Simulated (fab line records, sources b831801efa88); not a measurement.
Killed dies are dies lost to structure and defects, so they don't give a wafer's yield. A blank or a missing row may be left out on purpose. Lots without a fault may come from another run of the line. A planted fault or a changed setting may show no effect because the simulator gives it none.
One fault seen from 2 desks | flow sky130 | each desk has only its own numbers; what lay behind them comes last

THE METROLOGY DESK
What the gauges read, lot by lot, whatever tool the lot ran on: means of the sampled wafers that have a number. A lot is out of limits, marked OUT, if its mean lies more than 4 standard deviations from the usual mean; the brackets give that distance.
Columns: A = NWELL_01_OVL at SKY_NWELL_OVL_MEAS_23, usual 0.4 nm; B = SPACER_CVD_00_THK at SKY_SPACER_THK_MEAS_01, usual 43.1 nm
lot  | first seen here | A    | B
L110 | day 6 02:48     | -2.1 | 43.0
L112 | day 6 23:12     | 1.2  | 43.0
L111 | day 6 23:53     | 1.2  | 43.4
L113 | day 7 02:02     | 1.3  | 43.1
L115 | day 7 08:28     | -1.2 | 43.0
L116 | day 7 15:55     | 0.4  | 42.9
L117 | day 7 20:25     | 0.1  | 42.5
L119 | day 8 10:31     | 1.6  | 40.0 (-7.4) OUT
L128 | day 10 13:55    | 1.3  | 43.2
L129 | day 10 22:27    | 0.4  | 43.4
L130 | day 11 05:53    | 0.2  | 43.4
This desk's finding: out of limits on L119; first on L119, day 27 09:53 (SPACER_CVD_00_THK at SKY_SPACER_THK_MEAS_01). In limits: L110, L112, L111, L113, L115, L116, L117, L128, L129, L130.

THE TOOL OWNER'S DESK: lpcvd-02
The tool's own readings at SKY_SPACER_CVD_00 (deposits Si3N4 from DCS/NH3, target thk 43.1 nm, time 740 s): means of the sampled wafers that have a number, for each lot that ran on this tool. A lot is out of limits, marked OUT, if its mean lies more than 4 standard deviations from the usual mean; the brackets give that distance.
Columns: A = pressure_mtorr at SKY_SPACER_CVD_00, usual 250.0 mTorr; B = spike_tc_centre_C at SKY_SPACER_CVD_00, usual 770.5 C; C = zone_power_top_pct at SKY_SPACER_CVD_00, usual 28.4 %
lot  | first seen here | A                       | B     | C
L110 | day 24 00:34    | 250.2                   | 772.3 | 27.1
L111 | day 25 10:20    | 250.3                   | 767.2 | 29.8
L112 | day 25 11:32    | 249.3                   | 767.9 | 29.7
L113 | day 25 13:47    | 250.5                   | 773.3 | 27.0
L115 | day 25 21:45    | 250.3                   | 772.2 | 27.0
L116 | day 26 08:19    | 249.6                   | 772.7 | 26.9
L117 | day 26 16:26    | 249.9                   | 768.2 | 30.0
L119 | day 27 08:40    | 200.3 (-99 or more) OUT | 771.6 | 27.0
L128 | day 30 04:53    | 249.7                   | 767.7 | 29.8
L129 | day 30 09:17    | 250.7                   | 772.7 | 27.0
L130 | day 30 19:22    | 249.9                   | 768.5 | 29.4
This desk's finding: out of limits on L119; first on L119, day 27 08:40 (pressure_mtorr at SKY_SPACER_CVD_00). In limits: L110, L111, L112, L113, L115, L116, L117, L128, L129, L130.

PUT TOGETHER
The tool owner's desk could have raised an alarm at day 27 08:40, on L119.
The metrology desk could have raised an alarm at day 27 09:53, on L119.
Of the lots named, all ran SKY_SPACER_CVD_00 on lpcvd-02.

WHAT THE SIMULATOR HAD PUT IN
Process parameter drift: lpcvd-02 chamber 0, from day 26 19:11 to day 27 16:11, at SKY_SPACER_CVD_00. Setting pressure_mtorr, moved by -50, from 250. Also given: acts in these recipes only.
Lots struck among those shown: L119.
Hours from the fault's start to each desk's first reading out of limits: the tool owner's desk, 13; the metrology desk, 15.
